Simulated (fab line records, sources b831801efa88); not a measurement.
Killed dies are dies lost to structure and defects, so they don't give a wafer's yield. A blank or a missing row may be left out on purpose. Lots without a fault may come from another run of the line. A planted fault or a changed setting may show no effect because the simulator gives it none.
A struck lot beside a sound one | flow gf180mcu | 19 steps out of a route of 602
Sound: wafers L329.1, L329.2, L329.5. Struck: wafers L339.1, L339.5, L339.6. The cause comes at the end.
At each step with rows: each side's tool, then ch and its chambers, then its first start. Under that, the readings that differ: sound wafers | struck wafers | difference of the means | sigmas: that difference in standard deviations of wafers without a fault.
alike: readings whose means differ by less than 2 such deviations, and words and numbers that are the same on both sides. not compared: withheld readings, readings that some wafer has no value for, bounds like >300 that may hide the same value, and numbers for which the record gives no deviation and whose values overlap.
The two part at a step that has a row with sigmas, a row that says differs or no value, or rows on one side only. Numbers that don't overlap but have no deviation are shown without sigmas and don't part them. A reading that every wafer of one side lacks parts them only if that side has two wafers or more.

first, 1 step without rows for these wafers: GF_CONTACT_CVD_00 (deposits SiO2, target thk 300 nm, time 50 s).
GF_CONTACT_THK_MEAS_01:
  sound on film_metro-01, day 16 12:08; struck on film_metro-02, day 19 21:56
  alike: CONTACT_CVD_00_THK
GF_CONTACT_CVD_02: deposits SiO2 from TEOS, target thk 860 nm, time 95.992 s.
  sound on pecvd-03 ch 0,1,2, day 16 12:12; struck on pecvd-02 ch 0,1,2, day 19 22:00
  alike: heater_power_w
GF_CONTACT_THK_MEAS_03:
  sound on film_metro-02, day 16 12:16; struck on film_metro-01, day 19 22:04
  alike: CONTACT_CVD_02_THK
GF_CONTACT_CMP_04: polishes SiO2.
  sound on cmp-02 ch 0,1,2, day 16 12:20; struck on cmp-02 ch 0,1, day 19 22:08
  alike: motor_current_A, time_to_endpoint_s
GF_CONTACT_BOW_MEAS_05:
  sound on film_metro-02, day 16 12:38; struck on film_metro-04, day 19 22:26
  alike: CONTACT_BOW
then, 6 steps without rows for these wafers: GF_CONTACT_DEHYDRATE_06 (time 60 s); GF_CONTACT_HMDS_07 (prime time 60 s); GF_CONTACT_COAT_08; GF_CONTACT_COAT_09 (resist thk 1000 nm); GF_CONTACT_SOFTBAKE_10 (time 60 s); GF_CONTACT_EXPOSE_11 (exposes mask Contact, target cd 220 nm).
GF_CONTACT_PEB_12: peb time 90 s.
  sound on litho_track-01 ch 0, day 17 10:37; struck on litho_track-01 ch 0, day 20 22:34
  reading                  | sound                | struck               | difference | sigmas
  heater_power_total_W (W) | 85.65 85.71 85.60    | 86.91 86.84 86.72    | +1.17      | +16
  plate_temp_C (C)         | 134.95 135.12 134.87 | 136.18 136.30 136.35 | +1.30      | +9
then, 1 step without rows for these wafers: GF_CONTACT_DEVELOP_13 (develop time 60 s).
GF_CONTACT_CD_MEAS_14: target cd 220 nm.
  sound on cd_sem-01, day 17 10:58; struck on cd_sem-01, day 20 22:55
  reading    | sound             | struck            | difference | sigmas
  cd_nm (nm) | 221.0 219.5 219.1 | 223.8 223.3 224.0 | +3.8       | +3
GF_CONTACT_OVL_MEAS_15:
  sound on overlay-02, day 17 11:05; struck on overlay-01, day 20 23:02
  alike: CONTACT_OVL
GF_CONTACT_ETCH_16: etches BARC in N2/H2.
  sound on rie_diel-01 ch 0,2,3, day 17 11:08; struck on rie_diel-04 ch 0,2,3, day 20 23:05
  reading                  | sound             | struck            | difference | sigmas
  model.CONTACT.cd_nm (nm) | 220.5 219.3 218.9 | 223.4 223.9 223.5 | +4.0       |
  alike: drypump_motor_current_A, oes_product_au, throttle_valve_pct
GF_CONTACT_ETCH_17: etches SiO2 in C4F8/O2/Ar, stops on CoSi2, target depth 860 nm.
  sound on rie_diel-01 ch 0,2,3; struck on rie_diel-04 ch 0,2,3
  reading                  | sound             | struck          | difference | sigmas
  model.CONTACT.cd_nm (nm) | 220.9 217.9 218.4 | 223.4 225.6 223 | +4.9       |
  alike: oes_product_au
GF_CONTACT_STRIP_18: strips in O2/N2.
  sound on plasma_asher-03 ch 0,1, day 17 11:17; struck on plasma_asher-02 ch 0,1, day 20 23:14
  alike: drypump_motor_current_A, heater_power_w, oes_product_au
  not compared: rf_hours_counter_h

WHERE THEY PART
First at GF_CONTACT_PEB_12; last, within this record, at GF_CONTACT_CD_MEAS_14. Later steps at which nothing parts them and some readings are alike: GF_CONTACT_OVL_MEAS_15, GF_CONTACT_ETCH_16, GF_CONTACT_ETCH_17, GF_CONTACT_STRIP_18.

WHY: what the simulator had put in
Process parameter drift: litho_track-01, from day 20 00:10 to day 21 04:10, at GF_CONTACT_PEB_12. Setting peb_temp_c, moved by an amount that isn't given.
